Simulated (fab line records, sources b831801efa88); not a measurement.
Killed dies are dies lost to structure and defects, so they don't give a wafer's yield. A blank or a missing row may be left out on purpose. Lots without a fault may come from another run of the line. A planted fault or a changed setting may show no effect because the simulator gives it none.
A struck lot beside a sound one | flow gf180mcu | 14 steps out of a route of 602
Sound: wafers L911.3, L911.4, L911.6. Struck: wafers L923.1, L923.4, L923.5. The cause comes at the end.
At each step with rows: each side's tool, then ch and its chambers, then its first start. Under that, the readings that differ: sound wafers | struck wafers | difference of the means | sigmas: that difference in standard deviations of wafers without a fault.
alike: readings whose means differ by less than 2 such deviations, and words and numbers that are the same on both sides. not compared: withheld readings, readings that some wafer has no value for, bounds like >300 that may hide the same value, and numbers for which the record gives no deviation and whose values overlap.
The two part at a step that has a row with sigmas, a row that says differs or no value, or rows on one side only. Numbers that don't overlap but have no deviation are shown without sigmas and don't part them. A reading that every wafer of one side lacks parts them only if that side has two wafers or more.

first, 1 step without rows for these wafers: GF_V5_CMP_26 (polishes, stops on SiO2, t overpolish 15 s, target thk 0 nm).
GF_TOP_METAL_SPUTTER_00: material Ti, target thk 37.5 nm, time 150 s.
  sound on pvd_sputter-03, day 29 23:58; struck on pvd_sputter-02, day 32 21:37
  alike: throttle_valve_pct
GF_TOP_METAL_SPUTTER_01: material TiN, target thk 30 nm, time 25 s.
  sound on pvd_sputter-03, day 30 00:04; struck on pvd_sputter-02, day 32 21:43
  reading                | sound          | struck         | difference | sigmas
  throttle_valve_pct (%) | 26.9 28.7 27.4 | 29.8 29.3 31.0 | +2.4       | +2
GF_TOP_METAL_SPUTTER_02: material AlCu, target thk 900 nm, time 48.65 s.
  sound on pvd_sputter-03, day 30 00:05; struck on pvd_sputter-02, day 32 21:45
  reading                | sound          | struck         | difference | sigmas
  throttle_valve_pct (%) | 27.2 29.0 27.2 | 30.1 29.7 30.8 | +2.4       | +2
GF_TOP_METAL_SPUTTER_03: material Ti, target thk 5 nm, time 3.3 s.
  sound on pvd_sputter-03, day 30 00:08; struck on pvd_sputter-02, day 32 21:47
  reading                | sound          | struck         | difference | sigmas
  throttle_valve_pct (%) | 27.3 29.1 27.2 | 30.0 29.5 30.8 | +2.2       | +2
GF_TOP_METAL_SPUTTER_04: material TiN, target thk 25 nm, time 20.8 s.
  sound on pvd_sputter-03, day 30 00:10; struck on pvd_sputter-02, day 32 21:49
  alike: throttle_valve_pct
GF_TOP_METAL_RS_MEAS_05: measures by four-point-probe.
  sound on film_metro-04, day 30 00:13; struck on film_metro-01, day 32 21:50
  alike: TOP_METAL_ALCU_RS
GF_TOP_METAL_THK_MEAS_06: measures by xrf.
  sound on film_metro-04, day 30 00:19; struck on film_metro-01, day 32 21:58
  alike: TOP_METAL_ALCU_THK
then, 4 steps without rows for these wafers: GF_TOP_METAL_DEHYDRATE_07 (time 60 s); GF_TOP_METAL_HMDS_08 (prime time 60 s); GF_TOP_METAL_COAT_09 (resist thk 1500 nm); GF_TOP_METAL_SOFTBAKE_10 (time 60 s).
GF_TOP_METAL_EXPOSE_11: exposes mask MetalTop, target cd 440 nm.
  sound on iline_stepper-02 ch 0, day 30 09:55; struck on iline_stepper-01, day 33 05:44
  no value came back on the struck wafers for exposure_dose_mJ_cm2, focus_offset_nm (nm), stage_vel_mm_s (mm/s); on the sound wafers exposure_dose_mJ_cm2 reads 169.94 169.78 170.29
  alike: mask
then, 1 step without rows for these wafers: GF_TOP_METAL_PEB_12.

WHERE THEY PART
First at GF_TOP_METAL_SPUTTER_01; last, within this record, at GF_TOP_METAL_EXPOSE_11.

WHY: what the simulator had put in
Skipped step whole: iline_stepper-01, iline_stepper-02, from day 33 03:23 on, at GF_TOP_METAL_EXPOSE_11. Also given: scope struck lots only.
